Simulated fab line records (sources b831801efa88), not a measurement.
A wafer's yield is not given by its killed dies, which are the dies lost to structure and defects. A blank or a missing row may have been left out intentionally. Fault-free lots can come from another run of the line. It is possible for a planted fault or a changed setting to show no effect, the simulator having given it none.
Chamber matching :: flow sky130 :: SKY_METAL3_ETCH_17 on rie-diel-01 has 4 sister chambers
The step etches SiO2 in C4F8/O2/Ar, stops on TiN, time 3.9 s, target depth 15 nm. 4 wafers are shown with their chamber, then 9 later ones without.

WAFERS WITH THEIR CHAMBER
wafer: L086.4
chamber: 1
chamber-pressure-mTorr (mTorr): 39.97

wafer: L089.1
chamber: 0
chamber-pressure-mTorr (mTorr): 40.01

wafer: L089.2
chamber: 3
chamber-pressure-mTorr (mTorr): 39.98

wafer: L089.4
chamber: 2
chamber-pressure-mTorr (mTorr): 40.02

WAFERS MISSING THEIR CHAMBER
wafer: L090.1
chamber-pressure-mTorr (mTorr): 39.95

wafer: L090.2
chamber-pressure-mTorr (mTorr): 39.95

wafer: L090.5
chamber-pressure-mTorr (mTorr): 39.99

wafer: L095.1
chamber-pressure-mTorr (mTorr): 40.00

wafer: L095.3
chamber-pressure-mTorr (mTorr): 40.01

wafer: L095.4
chamber-pressure-mTorr (mTorr): 40.02

wafer: L097.1
chamber-pressure-mTorr (mTorr): 40.00

wafer: L097.5
chamber-pressure-mTorr (mTorr): 40.03

wafer: L097.6
chamber-pressure-mTorr (mTorr): 40.02

EACH ONE'S CHAMBER
wafer: L090.1
from the rows above: can't be placed: 1 or 3
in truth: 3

wafer: L090.2
from the rows above: can't be placed: 1 or 3
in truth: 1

wafer: L090.5
from the rows above: can't be placed: 3 or 0 or 1 or 2
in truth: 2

wafer: L095.1
from the rows above: can't be placed: 0 or 2 or 3 or 1
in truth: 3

wafer: L095.3
from the rows above: can't be placed: 0 or 2
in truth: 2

wafer: L095.4
from the rows above: can't be placed: 2 or 0
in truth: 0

wafer: L097.1
from the rows above: can't be placed: 0 or 2 or 3 or 1
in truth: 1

wafer: L097.5
from the rows above: can't be placed: 2 or 0
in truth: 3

wafer: L097.6
from the rows above: can't be placed: 2 or 0
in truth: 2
0 of 9 placed correctly. These rows do not allow placing 9 (true chamber among the candidates in 8). Wrongly placed: 0.
How it was worked out, from the rows above alone: a wafer's distance from a chamber is the root of the sum, over the readings, of the square of ((its reading less the chamber's mean) divided by the reading's scatter). The wafer belongs to the nearest chamber; if the next one is less than 2 further off, it can't be placed. Each chamber's mean is taken over the wafers shown for it. The scatter (one wafer shown for each chamber): square how far every hidden wafer sits from the nearest shown wafer, average those squares and take the square root.
